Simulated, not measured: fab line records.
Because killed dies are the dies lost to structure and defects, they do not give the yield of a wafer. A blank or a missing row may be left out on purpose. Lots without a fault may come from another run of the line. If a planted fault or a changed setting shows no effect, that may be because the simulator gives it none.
fab line records || flow gf180mcu || part 2 of 2: steps 31 to 40 of 40
[record] {"lots": 5, "wafers": 15, "lastDay": 34}
route steps=602 shown M1@317 V1@335
lots with no fault: from the same line, run without faults
startH: the number of hours between the record's first day and the start of the first shown wafer of the lot || waitH: time in hours since the lot's previous step || " unchanged from the row above || L1.1+2: several wafers, shown together as one row || - no value, or no start given || * or withheld: withheld || < > ~ a bound
route shown NAME@n: NAME is a module with steps in the file, n the number in the route of the first one || usual: mean/standard deviation taken from wafers without a fault || same: alike in all rows || chamber/n: place in a boat || sites: the reading at each site || _std_site: their standard deviation || _edge_site: inner sites' mean taken away from outer sites' mean || radiusMm: how far each site lies from the wafer's centre || mask NAME#n: copy n || behind: the most recent tool/chamber to have shaped the wafer || hold: why the lot was held/for how many hours/how that ended || device: whichever transistor did not switch (one of n, p or np) || end of line: tests of these same wafers at the route's end || a step given without rows: its recipe and nothing more || killed: dies lost to structure and defects at the first sort, not the wafer's yield || map: the dies of a wafer, with x for killed, . for not killed, _ for no die there
set.NAME: the setting the step ran with; set.NAME@STEP: the setting that earlier step ran with || model.NAME: the simulator's own value behind a step, which no gauge read
lots seen at some steps along the route; tables by step, rows by wafer
services: the hour from which a tool's chamber was out of use, counted from the record's first day as startH (under 0 if before that day), plus the number of hours and why
[[steps]]
[step GF_V1_PEB_12]
[recipe] {"pebTempC": 135, "pebTimeS": 90, "resist": "KrF"}
{"lot.wafer": "L078.1+2+6", "tool": "lithoTrack-03", "chamber": 0, "startH": "-", "waitH": "-"}
{"lot.wafer": "L079.2+4+6", "tool": "lithoTrack-01", "chamber": 0, "startH": "-", "waitH": "-"}
{"lot.wafer": "L084.1+3+4", "tool": "lithoTrack-03", "chamber": 0, "startH": "-", "waitH": "-"}
{"lot.wafer": "L089.2+3+4", "tool": "lithoTrack-01", "chamber": 0, "startH": "-", "waitH": "-"}
{"lot.wafer": "L097.1+2+3", "tool": "lithoTrack-03", "chamber": 0, "startH": "-", "waitH": "-"}
[step GF_V1_DEVELOP_13]
[recipe] {"developTimeS": 60, "resist": "KrF", "devTempC": 21}
{"lot.wafer": "L078.1+2+6", "tool": "lithoTrack-03", "chamber": 0, "startH": 446.96, "waitH": 0.2}
{"lot.wafer": "L079.2+4+6", "tool": "lithoTrack-01", "chamber": 0, "startH": 453.35, "waitH": 0.2}
{"lot.wafer": "L084.1+3+4", "tool": "lithoTrack-03", "chamber": 0, "startH": 505.51, "waitH": 0.2}
{"lot.wafer": "L089.2+3+4", "tool": "lithoTrack-01", "chamber": 0, "startH": 552.80, "waitH": 0.2}
{"lot.wafer": "L097.1+2+3", "tool": "lithoTrack-03", "chamber": 0, "startH": 605.31, "waitH": 0.2}
[step GF_V1_CD_MEAS_14]
[recipe] {"targetCdNm": 260}
[usual] {"cdNm": "260.0/1.4"}
{"lot.wafer": "L078.1", "tool": "cdSem-01", "chamber": "-", "startH": 447.11, "waitH": 0.1, "cdNm": 259.6}
{"lot.wafer": "L078.2", "tool": "cdSem-01", "chamber": "-", "startH": 447.11, "waitH": 0.1, "cdNm": 258.9}
{"lot.wafer": "L078.6", "tool": "cdSem-01", "chamber": "-", "startH": 447.11, "waitH": 0.1, "cdNm": 260.8}
{"lot.wafer": "L079.2", "tool": "cdSem-01", "chamber": "-", "startH": 453.54, "waitH": 0.2, "cdNm": 259.3}
{"lot.wafer": "L079.4", "tool": "cdSem-01", "chamber": "-", "startH": 453.54, "waitH": 0.2, "cdNm": 259.9}
{"lot.wafer": "L079.6", "tool": "cdSem-01", "chamber": "-", "startH": 453.54, "waitH": 0.2, "cdNm": 259.0}
{"lot.wafer": "L084.1", "tool": "cdSem-01", "chamber": "-", "startH": 505.66, "waitH": 0.1, "cdNm": 263.0}
{"lot.wafer": "L084.3", "tool": "cdSem-01", "chamber": "-", "startH": 505.66, "waitH": 0.1, "cdNm": 261.9}
{"lot.wafer": "L084.4", "tool": "cdSem-01", "chamber": "-", "startH": 505.66, "waitH": 0.1, "cdNm": 262.1}
{"lot.wafer": "L089.2", "tool": "cdSem-01", "chamber": "-", "startH": 552.94, "waitH": 0.1, "cdNm": 258.1}
{"lot.wafer": "L089.3", "tool": "cdSem-01", "chamber": "-", "startH": 552.94, "waitH": 0.1, "cdNm": 259.2}
{"lot.wafer": "L089.4", "tool": "cdSem-01", "chamber": "-", "startH": 552.94, "waitH": 0.1, "cdNm": 258.3}
{"lot.wafer": "L097.1", "tool": "cdSem-01", "chamber": "-", "startH": 605.46, "waitH": 0.1, "cdNm": 260.0}
{"lot.wafer": "L097.2", "tool": "cdSem-01", "chamber": "-", "startH": 605.46, "waitH": 0.1, "cdNm": 261.0}
{"lot.wafer": "L097.3", "tool": "cdSem-01", "chamber": "-", "startH": 605.46, "waitH": 0.1, "cdNm": 259.4}
[step GF_V1_OVL_MEAS_15]
[usual] {"V1_OVL": "0/5.9"}
{"lot.wafer": "L078.1", "tool": "overlay-01", "chamber": "-", "startH": 447.23, "waitH": 0.1, "V1_OVL[nm]": -3}
{"lot.wafer": "L078.2", "tool": "overlay-01", "chamber": "-", "startH": 447.23, "waitH": 0.1, "V1_OVL[nm]": -11}
{"lot.wafer": "L078.6", "tool": "overlay-01", "chamber": "-", "startH": 447.23, "waitH": 0.1, "V1_OVL[nm]": -15}
{"lot.wafer": "L079.2", "tool": "overlay-01", "chamber": "-", "startH": 453.64, "waitH": 0.1, "V1_OVL[nm]": -11}
{"lot.wafer": "L079.4", "tool": "overlay-01", "chamber": "-", "startH": 453.64, "waitH": 0.1, "V1_OVL[nm]": 3}
{"lot.wafer": "L079.6", "tool": "overlay-01", "chamber": "-", "startH": 453.64, "waitH": 0.1, "V1_OVL[nm]": -4}
{"lot.wafer": "L084.1", "tool": "overlay-02", "chamber": "-", "startH": 505.78, "waitH": 0.1, "V1_OVL[nm]": -2}
{"lot.wafer": "L084.3", "tool": "overlay-02", "chamber": "-", "startH": 505.78, "waitH": 0.1, "V1_OVL[nm]": 0}
{"lot.wafer": "L084.4", "tool": "overlay-02", "chamber": "-", "startH": 505.78, "waitH": 0.1, "V1_OVL[nm]": -6}
{"lot.wafer": "L089.2", "tool": "overlay-02", "chamber": "-", "startH": 553.05, "waitH": 0.1, "V1_OVL[nm]": -16}
{"lot.wafer": "L089.3", "tool": "overlay-02", "chamber": "-", "startH": 553.05, "waitH": 0.1, "V1_OVL[nm]": -10}
{"lot.wafer": "L089.4", "tool": "overlay-02", "chamber": "-", "startH": 553.05, "waitH": 0.1, "V1_OVL[nm]": -6}
{"lot.wafer": "L097.1", "tool": "overlay-02", "chamber": "-", "startH": 605.58, "waitH": 0.1, "V1_OVL[nm]": 4}
{"lot.wafer": "L097.2", "tool": "overlay-02", "chamber": "-", "startH": 605.58, "waitH": 0.1, "V1_OVL[nm]": 6}
{"lot.wafer": "L097.3", "tool": "overlay-02", "chamber": "-", "startH": 605.58, "waitH": 0.1, "V1_OVL[nm]": 6}
[step GF_V1_ETCH_16]
[recipe] {"chemistry": "N2/H2", "targetDepthA": "withheld", "overetchA": "withheld", "timeS": "withheld", "target": "BARC", "ionEnergyEv": 200, "sourceW": 500, "biasW": 100, "pressureMtorr": 30, "n2FlowSccm": 100, "h2FlowSccm": 200}
[usual] {"drypumpMotorCurrentA": "5.9/0.42", "oesProductAu": "0.855/0.0046", "rfFwdPowerW": "494.3/2.5", "throttleValvePct": "13.223/0.0084"}
{"lot.wafer": "L078.1", "tool": "rieDiel-03", "chamber": 1, "startH": 447.27, "waitH": 0.0, "drypumpMotorCurrentA": 6.3, "oesProductAu": 0.854, "rfFwdPowerW": 497.4, "throttleValvePct": 13.203}
{"lot.wafer": "L078.2", "tool": "rieDiel-03", "chamber": 3, "startH": 447.27, "waitH": 0.0, "drypumpMotorCurrentA": 6.1, "oesProductAu": 0.854, "rfFwdPowerW": 496.2, "throttleValvePct": 13.225}
{"lot.wafer": "L078.6", "tool": "rieDiel-03", "chamber": 0, "startH": 447.27, "waitH": 0.0, "drypumpMotorCurrentA": 5.3, "oesProductAu": 0.860, "rfFwdPowerW": 487.8, "throttleValvePct": 13.225}
{"lot.wafer": "L079.2", "tool": "rieDiel-01", "chamber": 0, "startH": 453.67, "waitH": 0.0, "drypumpMotorCurrentA": 5.6, "oesProductAu": 0.848, "rfFwdPowerW": 493.3, "throttleValvePct": 13.208}
{"lot.wafer": "L079.4", "tool": "rieDiel-01", "chamber": 2, "startH": 453.67, "waitH": 0.0, "drypumpMotorCurrentA": 5.8, "oesProductAu": 0.853, "rfFwdPowerW": 497.3, "throttleValvePct": 13.229}
{"lot.wafer": "L079.6", "tool": "rieDiel-01", "chamber": 3, "startH": 453.67, "waitH": 0.0, "drypumpMotorCurrentA": 6.5, "oesProductAu": 0.855, "rfFwdPowerW": 497.4, "throttleValvePct": 13.221}
{"lot.wafer": "L084.1", "tool": "rieDiel-04", "chamber": 3, "startH": 505.81, "waitH": 0.0, "drypumpMotorCurrentA": 5.2, "oesProductAu": 0.856, "rfFwdPowerW": 496.2, "throttleValvePct": 13.216}
{"lot.wafer": "L084.3", "tool": "rieDiel-04", "chamber": 0, "startH": 505.81, "waitH": 0.0, "drypumpMotorCurrentA": 6.2, "oesProductAu": 0.856, "rfFwdPowerW": 494.4, "throttleValvePct": 13.232}
{"lot.wafer": "L084.4", "tool": "rieDiel-04", "chamber": 2, "startH": 505.81, "waitH": 0.0, "drypumpMotorCurrentA": 5.9, "oesProductAu": 0.852, "rfFwdPowerW": 494.0, "throttleValvePct": 13.224}
{"lot.wafer": "L089.2", "tool": "rieDiel-04", "chamber": 3, "startH": 553.08, "waitH": 0.0, "drypumpMotorCurrentA": 5.1, "oesProductAu": 0.857, "rfFwdPowerW": 497.2, "throttleValvePct": 13.217}
{"lot.wafer": "L089.3", "tool": "rieDiel-04", "chamber": 2, "startH": 553.08, "waitH": 0.0, "drypumpMotorCurrentA": 6.0, "oesProductAu": 0.860, "rfFwdPowerW": 493.3, "throttleValvePct": 13.222}
{"lot.wafer": "L089.4", "tool": "rieDiel-04", "chamber": 2, "startH": 553.08, "waitH": 0.0, "drypumpMotorCurrentA": 6.0, "oesProductAu": 0.861, "rfFwdPowerW": 492.9, "throttleValvePct": 13.226}
{"lot.wafer": "L097.1", "tool": "rieDiel-01", "chamber": 1, "startH": 605.61, "waitH": 0.0, "drypumpMotorCurrentA": 6.5, "oesProductAu": 0.856, "rfFwdPowerW": 491.5, "throttleValvePct": 13.227}
{"lot.wafer": "L097.2", "tool": "rieDiel-01", "chamber": 3, "startH": 605.61, "waitH": 0.0, "drypumpMotorCurrentA": 6.5, "oesProductAu": 0.858, "rfFwdPowerW": 494.8, "throttleValvePct": 13.220}
{"lot.wafer": "L097.3", "tool": "rieDiel-01", "chamber": 2, "startH": 605.61, "waitH": 0.0, "drypumpMotorCurrentA": 5.8, "oesProductAu": 0.851, "rfFwdPowerW": 495.6, "throttleValvePct": 13.226}
[step GF_V1_ETCH_17]
[recipe] {"chemistry": "C4F8/O2/Ar", "maskMaterial": "KrF", "target": "SiO2", "stopOn": "TiN", "sourceW": 1500, "biasW": 1200, "pressureMtorr": 40, "c4f8FlowSccm": "withheld", "O2_flow_sccm": 6, "Ar_flow_sccm": 300, "timeS": "withheld", "targetDepthA": 6300}
[usual] {"oesProductAu": "0.864/0.0045", "rfFwdPowerW": "1492/4.9"}
{"lot.wafer": "L078.1", "tool": "rieDiel-03", "chamber": 1, "startH": "-", "waitH": "-", "oesProductAu": 0.873, "rfFwdPowerW": 1494}
{"lot.wafer": "L078.2", "tool": "rieDiel-03", "chamber": 3, "startH": "-", "waitH": "-", "oesProductAu": 0.857, "rfFwdPowerW": 1491}
{"lot.wafer": "L078.6", "tool": "rieDiel-03", "chamber": 0, "startH": "-", "waitH": "-", "oesProductAu": 0.872, "rfFwdPowerW": 1484}
{"lot.wafer": "L079.2", "tool": "rieDiel-01", "chamber": 0, "startH": "-", "waitH": "-", "oesProductAu": 0.866, "rfFwdPowerW": 1497}
{"lot.wafer": "L079.4", "tool": "rieDiel-01", "chamber": 2, "startH": "-", "waitH": "-", "oesProductAu": 0.862, "rfFwdPowerW": 1491}
{"lot.wafer": "L079.6", "tool": "rieDiel-01", "chamber": 3, "startH": "-", "waitH": "-", "oesProductAu": 0.867, "rfFwdPowerW": 1495}
{"lot.wafer": "L084.1", "tool": "rieDiel-04", "chamber": 3, "startH": "-", "waitH": "-", "oesProductAu": 0.863, "rfFwdPowerW": 1495}
{"lot.wafer": "L084.3", "tool": "rieDiel-04", "chamber": 0, "startH": "-", "waitH": "-", "oesProductAu": 0.860, "rfFwdPowerW": 1495}
{"lot.wafer": "L084.4", "tool": "rieDiel-04", "chamber": 2, "startH": "-", "waitH": "-", "oesProductAu": 0.866, "rfFwdPowerW": 1492}
{"lot.wafer": "L089.2", "tool": "rieDiel-04", "chamber": 3, "startH": "-", "waitH": "-", "oesProductAu": 0.869, "rfFwdPowerW": 1494}
{"lot.wafer": "L089.3", "tool": "rieDiel-04", "chamber": 2, "startH": "-", "waitH": "-", "oesProductAu": 0.872, "rfFwdPowerW": 1491}
{"lot.wafer": "L089.4", "tool": "rieDiel-04", "chamber": 2, "startH": "-", "waitH": "-", "oesProductAu": 0.868, "rfFwdPowerW": 1484}
{"lot.wafer": "L097.1", "tool": "rieDiel-01", "chamber": 1, "startH": "-", "waitH": "-", "oesProductAu": 0.861, "rfFwdPowerW": 1483}
{"lot.wafer": "L097.2", "tool": "rieDiel-01", "chamber": 3, "startH": "-", "waitH": "-", "oesProductAu": 0.864, "rfFwdPowerW": 1495}
{"lot.wafer": "L097.3", "tool": "rieDiel-01", "chamber": 2, "startH": "-", "waitH": "-", "oesProductAu": 0.865, "rfFwdPowerW": 1493}
[step GF_V1_STRIP_18]
[recipe] {"chemistry": "O2/N2", "powerW": 1400, "pressureMtorr": 1500, "platenTempC": 250, "o2FlowSccm": 3000, "n2FlowSccm": 300, "overashFraction": 0.5}
[usual] {"drypumpMotorCurrentA": "5.7/0.36", "heaterPowerW": "345/31", "oesProductAu": "0.594/0.0047"}
{"lot.wafer": "L078.1", "tool": "plasmaAsher-01", "chamber": 0, "startH": 447.39, "waitH": "-", "drypumpMotorCurrentA": 5.6, "heaterPowerW": 329, "oesProductAu": 0.596, "rfHoursCounterH": 36}
{"lot.wafer": "L078.2", "tool": "plasmaAsher-01", "chamber": 1, "startH": 447.39, "waitH": "-", "drypumpMotorCurrentA": 6.1, "heaterPowerW": 407, "oesProductAu": 0.588, "rfHoursCounterH": 36}
{"lot.wafer": "L078.6", "tool": "plasmaAsher-01", "chamber": 1, "startH": 447.39, "waitH": "-", "drypumpMotorCurrentA": 6.1, "heaterPowerW": 395, "oesProductAu": 0.599, "rfHoursCounterH": "-"}
{"lot.wafer": "L079.2", "tool": "plasmaAsher-03", "chamber": 0, "startH": 453.80, "waitH": "-", "drypumpMotorCurrentA": 5.9, "heaterPowerW": 358, "oesProductAu": 0.595, "rfHoursCounterH": 63}
{"lot.wafer": "L079.4", "tool": "plasmaAsher-03", "chamber": 0, "startH": 453.80, "waitH": "-", "drypumpMotorCurrentA": 5.9, "heaterPowerW": 351, "oesProductAu": 0.592, "rfHoursCounterH": "-"}
{"lot.wafer": "L079.6", "tool": "plasmaAsher-03", "chamber": 0, "startH": 453.80, "waitH": "-", "drypumpMotorCurrentA": 5.9, "heaterPowerW": 363, "oesProductAu": 0.594, "rfHoursCounterH": "-"}
{"lot.wafer": "L084.1", "tool": "plasmaAsher-02", "chamber": 1, "startH": 505.94, "waitH": "-", "drypumpMotorCurrentA": 5.4, "heaterPowerW": 331, "oesProductAu": 0.587, "rfHoursCounterH": 8}
{"lot.wafer": "L084.3", "tool": "plasmaAsher-02", "chamber": 1, "startH": 505.94, "waitH": "-", "drypumpMotorCurrentA": 5.3, "heaterPowerW": 330, "oesProductAu": 0.587, "rfHoursCounterH": "-"}
{"lot.wafer": "L084.4", "tool": "plasmaAsher-02", "chamber": 0, "startH": 505.94, "waitH": "-", "drypumpMotorCurrentA": 6.2, "heaterPowerW": 300, "oesProductAu": 0.593, "rfHoursCounterH": "-"}
{"lot.wafer": "L089.2", "tool": "plasmaAsher-03", "chamber": 1, "startH": 553.21, "waitH": "-", "drypumpMotorCurrentA": 5.3, "heaterPowerW": 365, "oesProductAu": 0.594, "rfHoursCounterH": 74}
{"lot.wafer": "L089.3", "tool": "plasmaAsher-03", "chamber": 0, "startH": 553.21, "waitH": "-", "drypumpMotorCurrentA": 5.9, "heaterPowerW": 362, "oesProductAu": 0.599, "rfHoursCounterH": "-"}
{"lot.wafer": "L089.4", "tool": "plasmaAsher-03", "chamber": 1, "startH": 553.21, "waitH": "-", "drypumpMotorCurrentA": 5.3, "heaterPowerW": 363, "oesProductAu": 0.600, "rfHoursCounterH": "-"}
{"lot.wafer": "L097.1", "tool": "plasmaAsher-02", "chamber": 0, "startH": 605.74, "waitH": "-", "drypumpMotorCurrentA": 6.2, "heaterPowerW": 303, "oesProductAu": 0.591, "rfHoursCounterH": 19}
{"lot.wafer": "L097.2", "tool": "plasmaAsher-02", "chamber": 1, "startH": 605.74, "waitH": "-", "drypumpMotorCurrentA": 5.3, "heaterPowerW": 338, "oesProductAu": 0.596, "rfHoursCounterH": 19}
{"lot.wafer": "L097.3", "tool": "plasmaAsher-02", "chamber": 1, "startH": 605.74, "waitH": "-", "drypumpMotorCurrentA": 5.4, "heaterPowerW": 334, "oesProductAu": 0.590, "rfHoursCounterH": "-"}
[step GF_V1_STRIP_19]
[recipe] {"chemistry": "postEtchResidueRemover", "timeS": 1200, "tempC": 72.5}
[usual] {"bathHeatDutyPct": "15.0/2.1"}
{"lot.wafer": "L078.1", "tool": "wetBench-01", "chamber": 3, "startH": 447.49, "waitH": 0.1, "bathHeatDutyPct": 17.9}
{"lot.wafer": "L078.2", "tool": "wetBench-01", "chamber": 3, "startH": 447.49, "waitH": 0.1, "bathHeatDutyPct": 16.4}
{"lot.wafer": "L078.6", "tool": "wetBench-01", "chamber": 3, "startH": 447.49, "waitH": 0.1, "bathHeatDutyPct": 16.2}
{"lot.wafer": "L079.2", "tool": "wetBench-04", "chamber": 0, "startH": 453.90, "waitH": 0.1, "bathHeatDutyPct": 17.2}
{"lot.wafer": "L079.4", "tool": "wetBench-04", "chamber": 0, "startH": 453.90, "waitH": 0.1, "bathHeatDutyPct": 16.9}
{"lot.wafer": "L079.6", "tool": "wetBench-04", "chamber": 0, "startH": 453.90, "waitH": 0.1, "bathHeatDutyPct": 17.5}
{"lot.wafer": "L084.1", "tool": "wetBench-03", "chamber": 1, "startH": 506.04, "waitH": 0.1, "bathHeatDutyPct": 11.2}
{"lot.wafer": "L084.3", "tool": "wetBench-03", "chamber": 1, "startH": 506.04, "waitH": 0.1, "bathHeatDutyPct": 10.9}
{"lot.wafer": "L084.4", "tool": "wetBench-03", "chamber": 1, "startH": 506.04, "waitH": 0.1, "bathHeatDutyPct": 11.1}
{"lot.wafer": "L089.2", "tool": "wetBench-01", "chamber": 2, "startH": 553.31, "waitH": 0.1, "bathHeatDutyPct": 15.3}
{"lot.wafer": "L089.3", "tool": "wetBench-01", "chamber": 2, "startH": 553.31, "waitH": 0.1, "bathHeatDutyPct": 15.0}
{"lot.wafer": "L089.4", "tool": "wetBench-01", "chamber": 2, "startH": 553.31, "waitH": 0.1, "bathHeatDutyPct": 15.3}
{"lot.wafer": "L097.1", "tool": "wetBench-03", "chamber": 3, "startH": 605.84, "waitH": 0.1, "bathHeatDutyPct": 15.6}
{"lot.wafer": "L097.2", "tool": "wetBench-03", "chamber": 3, "startH": 605.84, "waitH": 0.1, "bathHeatDutyPct": 14.7}
{"lot.wafer": "L097.3", "tool": "wetBench-03", "chamber": 3, "startH": 605.84, "waitH": 0.1, "bathHeatDutyPct": 12.7}
[step GF_V1_CLEAN_20]
[recipe] {"chemistry": "DIW", "dry": "n2Spin"}
{"lot.wafer": "L078.1+2+6", "tool": "wetBench-04", "chamber": 2, "startH": 447.84, "waitH": 0.0}
{"lot.wafer": "L079.2+4+6", "tool": "wetBench-03", "chamber": 2, "startH": 454.24, "waitH": 0.0}
{"lot.wafer": "L084.1+3+4", "tool": "wetBench-01", "chamber": 1, "startH": 506.38, "waitH": 0.0}
{"lot.wafer": "L089.2+3+4", "tool": "wetBench-04", "chamber": 1, "startH": 553.68, "waitH": 0.0}
{"lot.wafer": "L097.1+2+3", "tool": "wetBench-04", "chamber": 3, "startH": 606.18, "waitH": 0.0}
[step GF_V1_SPUTTER_21]
[recipe] {"material": "Ti", "targetThkNm": 15, "chamberPressurePa": 5, "powerW": 2500, "substrateTempC": 200, "timeS": 80.02}
[usual] {"throttleValvePct": "30.4/0.48"}
{"lot.wafer": "L078.1", "tool": "pvdSputter-01", "chamber": "-", "startH": 447.93, "waitH": 0.0, "throttleValvePct": 30.2}
{"lot.wafer": "L078.2", "tool": "pvdSputter-01", "chamber": "-", "startH": 447.93, "waitH": 0.0, "throttleValvePct": 30.9}
{"lot.wafer": "L078.6", "tool": "pvdSputter-01", "chamber": "-", "startH": 447.93, "waitH": 0.0, "throttleValvePct": 30.3}
{"lot.wafer": "L079.2", "tool": "pvdSputter-04", "chamber": "-", "startH": 454.34, "waitH": 0.0, "throttleValvePct": 30.7}
{"lot.wafer": "L079.4", "tool": "pvdSputter-04", "chamber": "-", "startH": 454.34, "waitH": 0.0, "throttleValvePct": 30.4}
{"lot.wafer": "L079.6", "tool": "pvdSputter-04", "chamber": "-", "startH": 454.34, "waitH": 0.0, "throttleValvePct": 30.2}
{"lot.wafer": "L084.1", "tool": "pvdSputter-02", "chamber": "-", "startH": 506.48, "waitH": 0.0, "throttleValvePct": 29.8}
{"lot.wafer": "L084.3", "tool": "pvdSputter-02", "chamber": "-", "startH": 506.48, "waitH": 0.0, "throttleValvePct": 31.3}
{"lot.wafer": "L084.4", "tool": "pvdSputter-02", "chamber": "-", "startH": 506.48, "waitH": 0.0, "throttleValvePct": 30.8}
{"lot.wafer": "L089.2", "tool": "pvdSputter-02", "chamber": "-", "startH": 553.78, "waitH": 0.0, "throttleValvePct": 31.5}
{"lot.wafer": "L089.3", "tool": "pvdSputter-02", "chamber": "-", "startH": 553.78, "waitH": 0.0, "throttleValvePct": 29.8}
{"lot.wafer": "L089.4", "tool": "pvdSputter-02", "chamber": "-", "startH": 553.78, "waitH": 0.0, "throttleValvePct": 30.5}
{"lot.wafer": "L097.1", "tool": "pvdSputter-04", "chamber": "-", "startH": 606.28, "waitH": 0.0, "throttleValvePct": 30.9}
{"lot.wafer": "L097.2", "tool": "pvdSputter-04", "chamber": "-", "startH": 606.28, "waitH": 0.0, "throttleValvePct": 29.9}
{"lot.wafer": "L097.3", "tool": "pvdSputter-04", "chamber": "-", "startH": 606.28, "waitH": 0.0, "throttleValvePct": 30.8}
[[services]]
{"tool": "rieDiel-04", "chamber": "-", "startH": 378.34, "hours": 0.2, "kind": "repair"}
{"tool": "pvdSputter-02", "chamber": "-", "startH": 381.81, "hours": 4.1, "kind": "repair"}
{"tool": "krfScanner-01", "chamber": "-", "startH": 381.92, "hours": 1.0, "kind": "pm"}
{"tool": "krfScanner-02", "chamber": "-", "startH": 382.75, "hours": 0.5, "kind": "repair"}
{"tool": "krfScanner-02", "chamber": "-", "startH": 392.39, "hours": 4.0, "kind": "pm"}
{"tool": "wetBench-04", "chamber": "-", "startH": 415.06, "hours": 2.6, "kind": "repair"}
{"tool": "rieDiel-04", "chamber": 3, "startH": 421.20, "hours": 8.3, "kind": "repair"}
{"tool": "plasmaAsher-02", "chamber": "-", "startH": 421.25, "hours": 9.0, "kind": "pm"}
{"tool": "rieDiel-01", "chamber": 1, "startH": 429.67, "hours": 64.3, "kind": "repair"}
{"tool": "rieDiel-04", "chamber": 2, "startH": 437.70, "hours": 2.9, "kind": "repair"}
{"tool": "krfScanner-01", "chamber": "-", "startH": 450.62, "hours": 2.2, "kind": "repair"}
{"tool": "krfScanner-02", "chamber": "-", "startH": 452.88, "hours": 1.3, "kind": "pm"}
{"tool": "krfScanner-01", "chamber": "-", "startH": 456.11, "hours": 1.3, "kind": "pm"}
{"tool": "krfScanner-02", "chamber": "-", "startH": 463.80, "hours": 0.8, "kind": "pm"}
{"tool": "pvdSputter-02", "chamber": "-", "startH": 467.37, "hours": 4.0, "kind": "repair"}
{"tool": "wetBench-03", "chamber": "-", "startH": 471.58, "hours": 4.1, "kind": "repair"}
{"tool": "krfScanner-02", "chamber": "-", "startH": 471.62, "hours": 1.0, "kind": "pm"}
{"tool": "wetBench-04", "chamber": "-", "startH": 473.41, "hours": 10.7, "kind": "repair"}
{"tool": "pvdSputter-02", "chamber": "-", "startH": 481.74, "hours": 8.2, "kind": "repair"}
{"tool": "krfScanner-01", "chamber": "-", "startH": 508.65, "hours": 0.8, "kind": "pm"}
{"tool": "krfScanner-01", "chamber": "-", "startH": 550.92, "hours": 1.0, "kind": "pm"}
{"tool": "rieDiel-04", "chamber": 1, "startH": 552.32, "hours": 9.9, "kind": "repair"}
{"tool": "rieDiel-01", "chamber": "-", "startH": 571.99, "hours": 5.2, "kind": "repair"}
{"tool": "pvdSputter-02", "chamber": "-", "startH": 592.48, "hours": 2.3, "kind": "repair"}
